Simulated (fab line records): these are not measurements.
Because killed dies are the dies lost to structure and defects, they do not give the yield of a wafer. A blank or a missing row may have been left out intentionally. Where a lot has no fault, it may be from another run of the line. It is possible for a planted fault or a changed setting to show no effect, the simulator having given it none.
Problem report in the 8D (eight disciplines) form, filled by code -- flow sky130 -- the parts of the form that need people (team, actions taken, sign-off) are left out

== 1. WHAT WENT WRONG ==
METAL5_ALCU_RS at SKY_METAL5_RS_MEAS_05 reads a mean of 0.03197 ohm/sq on 2 wafers of 1 lot; wafers without a fault read 0.02715 ohm/sq with a standard deviation of 0.00027. Measured from the usual mean, that is +18 standard deviations.
The step: measures by four-point-probe.
First seen on wafer L776.3, day 46 08:52, on film metro-03. The record holds 30 wafers of 10 lots with a number at this step. Rule for "out", or "out of limits": more than 4 standard deviations from the usual mean. The rest of the wafers with a number are treated as sound.

== 2. WHAT IT IS AND WHAT IT IS NOT ==
question,is,is not
which readings at this step,METAL5_ALCU_RS,-
which lots,L776,"L762, L763, L764, L765, L767, L768, L770, L781, L784"
which wafers of those lots,"L776.3, L776.6",L776.4
read on which gauges,film metro-03,"film metro-01, film metro-04"
when,from day 46 08:52,"up to then (22 sound wafers); but 6 sound wafers of L781, L784 came after"

== 3. THE SUSPECTS, EACH WITH WHAT RULES IT OUT ==
Counting: a tool at a process step up to the reading stays a suspect if it ran every lot that is out. Sound lots after the first of them don't rule it out here, since some wafers of a struck lot are sound.
- the gauge at SKY_METAL5_RS_MEAS_05 is ruled out. All the wafers that are out were read on film metro-03, but those of them that SKY_METAL5_METAL_ETCH_15 has rows for are out there too, on other tools.
- rie diel-02 at SKY_VIA4_ETCH_12 (etches SiO2 in C4F8/O2/Ar, stops on TiN, target depth 580 nm): kept. It ran the lot that is out, L776 (day 46 07:15).
- pvd sputter-04 at SKY_VIA4_SPUTTER_17 (material TiN, target thk 20 nm, time 80 s): kept. It processed L776, the lot that is out, at day 46 07:58, and its most recent sound lot before then was L770 at day 44 20:06.
- pvd sputter-03 at SKY_METAL5_SPUTTER_02 (material AlCu, target thk 1150 nm, time 61.2 s): kept. It processed L776, the lot that is out, at day 46 08:42, and its most recent sound lot before then was L767 at day 44 16:10.
- pvd sputter-03 at SKY_METAL5_SPUTTER_03 (material Ti, target thk 5 nm, time 3.3 s): kept. It processed L776, the lot that is out, at day 46 08:45, and its most recent sound lot before then was L767 at day 44 16:13.
- Within rie diel-02 at SKY_VIA4_ETCH_12: the wafers that are out ran in chambers 0, 2; their sound lot-mates ran in chamber 3.
Left after counting: rie diel-02 at SKY_VIA4_ETCH_12, pvd sputter-04 at SKY_VIA4_SPUTTER_17, pvd sputter-03 at SKY_METAL5_SPUTTER_02, pvd sputter-03 at SKY_METAL5_SPUTTER_03.

== 4. THE CAUSE (what the simulator had put in) ==
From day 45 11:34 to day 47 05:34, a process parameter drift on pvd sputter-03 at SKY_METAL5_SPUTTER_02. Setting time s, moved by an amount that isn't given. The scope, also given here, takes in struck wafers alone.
4 suspects survive the count, and this tool is in that group.

== 5. THE CHAIN OF EFFECTS, in route order ==
Rows list readings where the struck wafers' mean (over those with a number) sits beyond 3 standard deviations from the usual. Scope: only readings with a usual standard deviation given in the record; hours: median across lots of the time from each lot's start at the first step in this table that gives one to its start at this step; sigmas: change in usual standard deviations.
hours,step,reading,usual,on struck wafers,change,sigmas
0,SKY_METAL5_RS_MEAS_05,METAL5_ALCU_RS,0.02715 ohm/sq,0.03197,+0.00482,+18
0,SKY_METAL5_THK_MEAS_06,METAL5_ALCU_THK,1156 nm,984,-172,-13
20,SKY_METAL5_METAL_ETCH_15,oes product au,0.894 a.u.,0.831,-0.063,-12
The process steps in it:
- SKY_METAL5_METAL_ETCH_15: etches the open film in Cl2/BCl3, stops on SiO2, target depth 1260 nm, time 252 s.

== 6. WHAT WOULD HAVE CAUGHT IT SOONER ==
21 hours passed between the start of the fault at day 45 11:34 and the first reading out of limits at a measuring or inspecting step in this record, taken at day 46 08:52.
An alarm limit of 4 standard deviations would not have fired on the tool readings at SKY_METAL5_SPUTTER_02 for which the record gives a usual standard deviation, since none of them was out on any struck wafer.
Each of the lots that are out, 1 in all, had begun SKY_METAL5_SPUTTER_02 on pvd sputter-03 no later than day 46 08:52. None of them would have been spared by holding the tool at that moment.
